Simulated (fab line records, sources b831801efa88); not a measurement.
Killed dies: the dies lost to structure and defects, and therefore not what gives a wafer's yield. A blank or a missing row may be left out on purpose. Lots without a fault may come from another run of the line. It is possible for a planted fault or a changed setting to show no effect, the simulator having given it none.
Struck lot and sound lot, side by side || flow sky130 || 14 steps out of a route of 708
Sound: the wafers L917.1, L917.2, L917.6. Wafers L926.2, L926.3, L926.5 were the ones struck. The cause comes at the end.
At each step with rows: each side's tool, then ch and its chambers, then its first start. Under that, the readings that differ: sound wafers || struck wafers || difference of the means || sigmas: that difference in standard deviations of wafers without a fault.
alike: same words and numbers on both sides, and readings whose means sit less than 2 such deviations apart. not compared: any withheld reading, any reading some wafer has no value for, any bound like >300 that may hide the same value, and any number with overlapping values for which the record gives no deviation.
Wherever a step has rows on one side only, a row that says differs or no value, or a row with sigmas, the two part there. Numbers that have no deviation but don't overlap get no sigmas and don't part them. A reading that every wafer of one side lacks parts them only if that side has two wafers or more.

first, 4 steps without rows for these wafers: SKY_DNWELL_EXPOSE_04 (exposes mask DNM, target cd 3000 nm); SKY_DNWELL_PEB_05; SKY_DNWELL_DEVELOP_06 (develop time 60 s); SKY_DNWELL_IMPLANT_07.
SKY_DNWELL_STRIP_08: strips in O2/N2.
  sound on plasma-asher-02 ch 0,1, day 3 12:19; struck on plasma-asher-03 ch 0,1, day 5 14:13
{"reading": "oes-product-au (a.u.)", "sound": "0.733 0.731 0.725", "struck": "0.714 0.722 0.717", "difference": -0.012, "sigmas": -3}
  alike: drypump-motor-current-A, strip-time-to-endpoint-s
  not compared: rf-hours-counter-h
SKY_DNWELL_TW_MEAS_09:
  struck on film-metro-04, day 5 14:20; sound on film-metro-01, day 3 12:25
  alike: DNWELL_TW
then, 6 steps without rows for these wafers: SKY_PWDE_DEHYDRATE_00 (time 60 s); SKY_PWDE_HMDS_01 (prime time 60 s); SKY_PWDE_COAT_02 (resist thk 3000 nm); SKY_PWDE_SOFTBAKE_03; SKY_PWDE_EXPOSE_04 (exposes mask PWDEM, target cd 840 nm); SKY_PWDE_PEB_05.
SKY_PWDE_DEVELOP_06: develop time 60 s.
  sound on litho-track-02 ch 0, day 4 02:00; struck on litho-track-02, day 6 08:00
  no value came back on the struck wafers for chill-plate-temp-C (C), develop-time-s (s); on the sound wafers chill-plate-temp-C (C) reads 22.91 22.88 22.91
SKY_PWDE_OVL_MEAS_07:
  struck on overlay-01, day 6 08:52; sound on overlay-02, day 4 02:43
{"reading": "PWDE_OVL (nm)", "sound": "3.6 1.6 1.1", "struck": "- - -", "difference": "no value on the struck wafers", "sigmas": ""}

WHERE THEY PART
Last at SKY_PWDE_OVL_MEAS_07 as far as this record goes, first at SKY_DNWELL_STRIP_08.

WHY: what the simulator had put in
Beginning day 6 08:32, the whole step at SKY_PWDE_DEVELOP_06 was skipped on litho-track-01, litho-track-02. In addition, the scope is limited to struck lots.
